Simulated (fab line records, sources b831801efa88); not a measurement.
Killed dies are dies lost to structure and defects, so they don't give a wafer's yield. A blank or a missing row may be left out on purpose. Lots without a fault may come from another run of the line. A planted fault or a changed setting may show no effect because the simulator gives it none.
A struck lot beside a sound one | flow sky130 | 16 steps out of a route of 708
Sound: wafers L381.2, L381.4, L381.5. Struck: wafer L372.6. (L372.4, L372.5 of the same lot were not struck and are left out.) The cause comes at the end.
At each step with rows: each side's tool, then ch and its chambers, then its first start. Under that, the readings that differ: sound wafers | struck wafers | difference of the means | sigmas: that difference in standard deviations of wafers without a fault.
alike: readings whose means differ by less than 2 such deviations, and words and numbers that are the same on both sides. not compared: withheld readings, readings that some wafer has no value for, bounds like >300 that may hide the same value, and numbers for which the record gives no deviation and whose values overlap.
The two part at a step that has a row with sigmas, a row that says differs or no value, or rows on one side only. Numbers that don't overlap but have no deviation are shown without sigmas and don't part them. A reading that every wafer of one side lacks parts them only if that side has two wafers or more.

SKY_LI_CONTACT_BOW_MEAS_03:
  sound on film_metro-04, day 32 10:55; struck on film_metro-04, day 29 00:29
  alike: LI_CONTACT_BOW
then, 8 steps without rows for these wafers: SKY_LI_CONTACT_DEHYDRATE_04 (time 60 s); SKY_LI_CONTACT_HMDS_05 (prime time 60 s); SKY_LI_CONTACT_COAT_06 (resist thk 60 nm); SKY_LI_CONTACT_COAT_07 (resist thk 450 nm); SKY_LI_CONTACT_SOFTBAKE_08 (time 90 s); SKY_LI_CONTACT_EXPOSE_09 (exposes mask LICM1, target cd 170 nm); SKY_LI_CONTACT_PEB_10; SKY_LI_CONTACT_DEVELOP_11 (develop time 60 s).
SKY_LI_CONTACT_CD_MEAS_12: target cd 170 nm.
  sound on cd_sem-01, day 33 14:40; struck on cd_sem-01, day 30 04:28
  reading    | sound             | struck | difference | sigmas
  cd_nm (nm) | 171.1 171.9 172.6 | 168.6  | -3.3       | -3
SKY_LI_CONTACT_OVL_MEAS_13:
  sound on overlay-01, day 33 14:47; struck on overlay-02, day 30 04:32
  alike: LI_CONTACT_OVL
SKY_LI_CONTACT_ETCH_14: etches BARC in N2/H2, stops on SiO2, time 45.9 s, target depth 60 nm.
  sound on rie_diel-04 ch 1,2,3, day 33 14:49; struck on rie_diel-01 ch 0, day 30 04:34
  alike: drypump_motor_current_A, oes_product_au, throttle_valve_pct
  not compared: rf_hours_counter_h
SKY_LI_CONTACT_ETCH_15: etches PSG in C4F8/O2/Ar, stops on Si, target depth 600 nm.
  sound on rie_diel-04 ch 1,2,3, day 33 14:51; struck on rie_diel-01 ch 0, day 30 04:36
  reading                                           | sound             | struck | difference | sigmas
  oes_product_au (a.u.)                             | 0.838 0.828 0.843 | 0.766  | -0.070     | -16
  model.etch.depth_nm (nm)                          | 597 596.7 598.6   | 514.3  | -83.1      |
  model.LI_CONTACT.feature_depth_nm (nm)            | 597 596.7 598.6   | 514.3  | -83.1      |
  model.KrF-thick_of_LI_CONTACT_COAT_07.thk_nm (nm) | 227.3 229.8 228.3 | 289.5  | +61.0      |
SKY_LI_CONTACT_STRIP_16: strips in O2/N2.
  sound on plasma_asher-02 ch 0,1, day 33 14:56; struck on plasma_asher-03 ch 0, day 30 04:43
  reading                      | sound             | struck | difference | sigmas
  oes_product_au (a.u.)        | 0.377 0.376 0.376 | 0.400  | +0.024     | +5
  strip_time_to_endpoint_s (s) | 3.457 3.490 3.467 | 4.110  | +0.639     | +25
  alike: drypump_motor_current_A
  not compared: rf_hours_counter_h
then, 1 step without rows for these wafers: SKY_LI_CONTACT_CLEAN_17 (cleans in NMP, time 600 s).
-- the record jumps here: 16 days lie between the struck wafers' starts before and after (it left off in module LI_CONTACT and takes up again in module PAD_OPEN, whose first step shown is number 708 of the route) --
SKY_PAD_OPEN_PROBE_99:
  sound on prober-01, day 49 00:31; struck on prober-02, day 46 12:13
  reading            | sound     | struck | difference | sigmas
  killed_at_contacts | 18 29 25  | 437    | +413       | +83
  killed_dies        | 86 93 105 | 492    | +397       | +43
  killed_on_rim      | 18 22 18  | 96     | +77        | +19
  killed_short       | 40 51 56  | 31     | -18        | -3
  alike: killed_at_M0_to_M3, killed_at_M4_up, killed_at_front_end, killed_at_other, killed_open

WHERE THEY PART
First at SKY_LI_CONTACT_CD_MEAS_12; last, within this record, at SKY_PAD_OPEN_PROBE_99.

WHY: what the simulator had put in
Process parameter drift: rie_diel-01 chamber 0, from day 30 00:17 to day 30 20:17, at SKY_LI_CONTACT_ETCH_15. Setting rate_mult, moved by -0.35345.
